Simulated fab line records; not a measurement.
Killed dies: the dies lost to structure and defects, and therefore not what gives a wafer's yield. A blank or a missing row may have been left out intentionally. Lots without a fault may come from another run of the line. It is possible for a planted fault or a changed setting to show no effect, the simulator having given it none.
8D (eight disciplines) problem report, filled in by code    flow sky130    the parts of the form that need people (team, actions taken, sign-off) are left out

## 1. THE ISSUE
Mean of oes_product_au at SKY_METAL5_METAL_ETCH_15: 0.916 a.u. over 2 wafers from 1 lot, against 0.893 a.u. (standard deviation 0.0048) on wafers with no fault. Relative to the usual mean, that is a shift of +4.8 standard deviations.
The step: etches the open film in Cl2/BCl3, stops on SiO2, target depth 1260 nm, time 252 s.
Seen first at day 44 19:24 on rie_metal-02, wafer L994.1. Wafers with a number at this step in the record: 38, from 13 lots. Rule for "out" (also "out of limits"): further than 4 standard deviations from the usual mean. The other wafers with a number count as sound.

## 2. WHAT IT IS; WHAT IT IS NOT
question                     is                      is not
which readings at this step  oes_product_au          bias_w, drypump_motor_current_A, throttle_valve_pct
which lots                   L994                    L103, L104, L106, L107, L109, L110, L111, L112, L113, L990, L991, L996
which wafers of those lots   all that have a number  -
read on which tools          rie_metal-02            rie_metal-03, rie_metal-04
when                         from day 44 19:24       up to then (6 sound wafers); but 30 sound wafers of L103, L104, L106, L107, L109, L110, L111, L112, L113, L996 came after

## 3. WHAT RULES OUT EACH SUSPECT
Counting: a tool stays on the suspect list if, at a process step up to the reading, it processed all lots that are out and no sound lot following the first of them.
- rie_metal-02 at SKY_METAL5_METAL_ETCH_15 (etches the open film in Cl2/BCl3, stops on SiO2, target depth 1260 nm, time 252 s): ruled out as a lasting fault. Following L994 (day 44 19:24), the first lot on it that is out, the sound lots L111, L112 were run on it.
Left after counting: nothing in the record.

## 4. THE CAUSE (what the simulator had put in)
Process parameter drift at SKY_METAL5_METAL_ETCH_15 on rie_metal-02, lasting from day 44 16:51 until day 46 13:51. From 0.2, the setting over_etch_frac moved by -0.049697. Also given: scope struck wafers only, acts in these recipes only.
Counting ruled it out, wrongly.

## 5. SEQUENCE OF EFFECTS, ordered by route
One row per reading whose mean, taken over the struck wafers that have a number, lies over 3 standard deviations from the usual. Only readings for which the record gives a usual standard deviation are gone through. hours: the time from each lot's start at the first step in this table that gives one to its start at this step, as a median over the lots. sigmas: the change in usual standard deviations.
hours  step                      reading                   usual       on struck wafers  change  sigmas
0      SKY_METAL5_METAL_ETCH_15  oes_product_au            0.893 a.u.  0.916             +0.023  +4.8
0      SKY_METAL5_STRIP_16       strip_time_to_endpoint_s  13.03 s     13.47             +0.45   +5.5
Here are the process steps it includes:
- SKY_METAL5_METAL_ETCH_15: etches the open film in Cl2/BCl3, stops on SiO2, target depth 1260 nm, time 252 s.
- SKY_METAL5_STRIP_16: strips in O2/N2.

## 6. HOW IT WOULD HAVE BEEN CAUGHT EARLIER
In this record no reading fell out of limits until day 44 19:24, 3 hours after the fault had begun at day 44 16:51.
